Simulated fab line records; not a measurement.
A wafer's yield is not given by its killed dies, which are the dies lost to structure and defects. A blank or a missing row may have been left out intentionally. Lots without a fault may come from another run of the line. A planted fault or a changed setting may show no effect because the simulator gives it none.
Comparing a struck lot with a sound one || flow sky130 || 23 out of 708 route steps
Sound: wafers L113.1, L113.2, L113.5. Wafers L116.1, L116.2, L116.5 were the ones struck. The cause is given at the end.
For every step that has rows: the tool of each side, followed by ch and its chambers, followed by its first start. Under that, the readings that differ: sound wafers || struck wafers || difference of the means || sigmas: that difference in standard deviations of wafers without a fault.
alike: words and numbers the same on both sides, and readings whose means are apart by under 2 such deviations; not compared: readings that were withheld, readings missing a value for some wafer, numbers with overlapping values and no deviation given by the record, and bounds like >300 which may hide the same value.
The two part at a step that has a row with sigmas, a row that says differs or no value, or rows on one side only. When numbers do not overlap yet have no deviation, they are printed without sigmas and do not part them. A reading missing from all wafers of one side parts the sides only when that side holds two or more wafers.

SKY_METAL2_ETCH_18: etches BARC in N2/H2, stops on SiO2, time 45.9 s, target depth 60 nm.
  sound on rieMetal-03 ch 0,1, day 38 00:28; struck on rieMetal-03 ch 0,1, day 39 07:57
  alike: drypumpMotorCurrentA, oesProductAu, throttleValvePct
  not compared: rfHoursCounterH
SKY_METAL2_METAL_ETCH_19: etches the open film in Cl2/BCl3, stops on SiO2, target depth 360 nm, time 78 s.
  sound on rieMetal-03 ch 0,1, day 38 00:31; struck on rieMetal-03 ch 0,1, day 39 08:01
  alike: drypumpMotorCurrentA, oesProductAu, throttleValvePct
  not compared: rfHoursCounterH
SKY_METAL2_STRIP_20: strips in O2/N2.
  sound on plasmaAsher-04 ch 0,1, day 38 00:37; struck on plasmaAsher-03 ch 0,1, day 39 08:06
  alike: drypumpMotorCurrentA, o2FlowSccm, oesProductAu, stripTimeToEndpointS
  not compared: rfHoursCounterH
then, 4 steps without rows for these wafers: SKY_METAL2_STRIP_21 (strips in post etch residue remover, time 1200 s); SKY_METAL2_CLEAN_22 (cleans in IPA, time 180 s); SKY_METAL2_CLEAN_23 (cleans in O3/DIW); SKY_VIA2_HDPCVD_00 (deposits SiO2, target thk 1180 nm, time 196.7 s).
SKY_VIA2_THK_MEAS_01:
  struck on filmMetro-03, day 39 08:49; sound on filmMetro-03, day 38 01:22
  alike: VIA2_HDPCVD_THK
SKY_VIA2_CMP_02: polishes SiO2.
  sound on cmp-01 ch 0,2, day 38 01:25; struck on cmp-01 ch 1,2,3, day 39 08:53
  alike: motorCurrentA, slurryFlowMlMin
SKY_VIA2_BOW_MEAS_03:
  struck on filmMetro-02, day 39 09:11; sound on filmMetro-02, day 38 01:43
  alike: VIA2_BOW
then, 2 steps without rows for these wafers: SKY_VIA2_DEHYDRATE_04 (time 60 s); SKY_VIA2_HMDS_05 (prime time 60 s).
SKY_VIA2_COAT_06: resist thk 60 nm.
  sound on lithoTrack-03 ch 0, day 38 14:01; struck on lithoTrack-03 ch 0, day 39 21:07
{"reading": "spinSpeedRpm (rpm)", "sound": "2998.9 3003.2 3003.9", "struck": "2847.6 2849.7 2845.1", "difference": -154.5, "sigmas": -77}
then, 5 steps without rows for these wafers: SKY_VIA2_COAT_07 (resist thk 450 nm); SKY_VIA2_SOFTBAKE_08 (time 90 s); SKY_VIA2_EXPOSE_09 (exposes mask VIM2, target cd 200 nm); SKY_VIA2_PEB_10; SKY_VIA2_DEVELOP_11 (develop time 60 s).
SKY_VIA2_CD_MEAS_12 targets a cd of 200 nm.
  struck on cdSem-01, day 40 10:07; sound on cdSem-02, day 39 02:55
{"reading": "cdNm (nm)", "sound": "200.0 198.8 200.8", "struck": "202.0 205.2 204.1", "difference": "+3.9", "sigmas": "+2"}
SKY_VIA2_OVL_MEAS_13:
  struck on overlay-01, day 40 10:14; sound on overlay-02, day 39 03:02
  alike: VIA2_OVL
SKY_VIA2_ETCH_14: etches BARC in N2/H2, stops on SiO2, time 45.9 s, target depth 60 nm.
  sound on rieDiel-03 ch 1,2,3, day 39 03:04; struck on rieDiel-04 ch 0,1,2, day 40 10:16
{"reading": "oesProductAu (a.u.)", "sound": "0.853 0.851 0.855", "struck": "0.872 0.869 0.869", "difference": "+0.017", "sigmas": "+4"}
{"reading": "model.etch.depthNm (nm)", "sound": "59.9 59.73 59.94", "struck": "61.63 61.69 61.54", "difference": "+1.76", "sigmas": ""}
  alike: drypumpMotorCurrentA, throttleValvePct
  not compared: rfHoursCounterH
SKY_VIA2_ETCH_15: etches SiO2 in C4F8/O2/Ar, stops on TiN, target depth 546 nm, time 86.05 s.
  sound on rieDiel-03 ch 1,2,3, day 39 03:07; struck on rieDiel-04 ch 0,1,2, day 40 10:19
  alike: oesProductAu
  not compared: rfHoursCounterH
-- the record jumps here: 9 days lie between the struck wafers' starts before and after (it left off in module VIA2 and takes up again in module PAD_OPEN, whose first step shown is number 708 of the route) --
SKY_PAD_OPEN_PROBE_99:
  struck on prober-01, day 49 00:47; sound on prober-01, day 48 02:56
{"reading": "killedAtContacts", "sound": "40 22 28", "struck": "20 20 14", "difference": -12, "sigmas": -2}
  alike: defectLimitedYield, killed_at_M0_to_M3, killed_at_M4_up, killedAtFrontEnd, killedAtOther, killedDies, killedOpen, killedShort, sort_bin_3_pad_short, sort_bin_5_function, sort_bin_6_memory, sortNPass, sortYieldPct

## WHERE THEY PART
First at SKY_VIA2_COAT_06; last, within this record, at SKY_PAD_OPEN_PROBE_99.

WHY: the cause the simulator had injected
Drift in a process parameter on lithoTrack-03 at SKY_VIA2_COAT_06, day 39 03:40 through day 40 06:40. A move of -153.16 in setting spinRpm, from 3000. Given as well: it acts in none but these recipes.
